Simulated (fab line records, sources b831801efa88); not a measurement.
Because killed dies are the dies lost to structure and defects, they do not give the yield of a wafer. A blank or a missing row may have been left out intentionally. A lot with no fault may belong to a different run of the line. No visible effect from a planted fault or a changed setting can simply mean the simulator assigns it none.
Problem report in the 8D (eight disciplines) form, filled by code    flow sky130    the parts of the form that need people (team, actions taken, sign-off) are left out

1. WHAT IS WRONG
Wafers free of any fault read 5.76 nm (standard deviation 0.1) for SONOS_ONO_CVD_04_THK at SKY_SONOS_ONO_THK_MEAS_05, against a mean of 6.41 nm on 6 wafers of 2 lots. Measured from the usual mean, that is +6.5 standard deviations.
First seen on wafer L214.1, day 16 00:50, on film-metro-02. The record has a number at this step for 36 wafers belonging to 12 lots. Rule for "out" (also "out of limits"): further than 4 standard deviations from the usual mean. Any other wafer with a number is counted as sound.

2. WHAT IT IS, AND WHAT IT ISN'T
question                     is                      is not
which readings at this step  SONOS_ONO_CVD_04_THK    -
which lots                   L214, L215              L201, L202, L203, L206, L208, L210, L221, L222, L223, L224
which wafers of those lots   all that have a number  -
read on which gauges         film-metro-02           film-metro-01, film-metro-04
when                         from day 16 00:50       up to then (18 sound wafers); but 12 sound wafers of L221, L222, L223, L224 came after

3. SUSPECTS, AND WHAT RULES EACH OUT
Counting: any tool at a process step up to the reading is kept as a suspect provided that every lot that is out went through it and no sound lot did after the first of them.
- ruled out: the gauge at SKY_SONOS_ONO_THK_MEAS_05. All the wafers that are out were read on film-metro-02, but those of them that SKY_SONOS_ONO_CVD_04 has rows for are out there too, on other tools.
- lpcvd-03 at SKY_SONOS_ONO_CVD_04 (deposits SiO2 from SiH4/N2O, target thk 5.7199 nm): ruled out as a lasting fault. Following L214 (day 15 23:35), the first lot on it that is out, the sound lots L221, L222, L223, L224 were run on it.
Left after counting: nothing in the record.

4. THE CAUSE (what the simulator had put in)
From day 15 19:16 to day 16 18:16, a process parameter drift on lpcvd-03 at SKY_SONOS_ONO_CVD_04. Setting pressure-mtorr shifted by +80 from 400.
Counting ruled it out, wrongly: the rule takes a fault to strike every lot that its tool runs from its start on, and this one did not.

5. SEQUENCE OF EFFECTS, ordered by route
Each row: a reading where the mean over the struck wafers with a number is more than 3 standard deviations away from the usual. Only readings whose record carries a usual standard deviation are examined. hours: median over the lots of the time between each lot's start at the first step of this table that gives one and its start at this step. sigmas: the change, counted in usual standard deviations.
hours  step                       reading               usual        on struck wafers  change  sigmas
0      SKY_SONOS_ONO_CVD_04       pressure-mtorr        400.0 mTorr  480.1             +80.1   +99 or more
1      SKY_SONOS_ONO_THK_MEAS_05  SONOS_ONO_CVD_04_THK  5.76 nm      6.41              +0.65   +6.5
The process steps in it:
- SKY_SONOS_ONO_CVD_04: deposits SiO2 from SiH4/N2O, target thk 5.7199 nm.

6. HOW IT WOULD HAVE BEEN CAUGHT EARLIER
Counted from the fault's start at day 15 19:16, it took 6 hours until the first out-of-limits reading at a measuring or inspecting step in this record, taken at day 16 00:50.
The tool's own readings at SKY_SONOS_ONO_CVD_04 were out on every struck wafer that the step has a row for (pressure-mtorr): an alarm limit on them would have fired on the first of those.
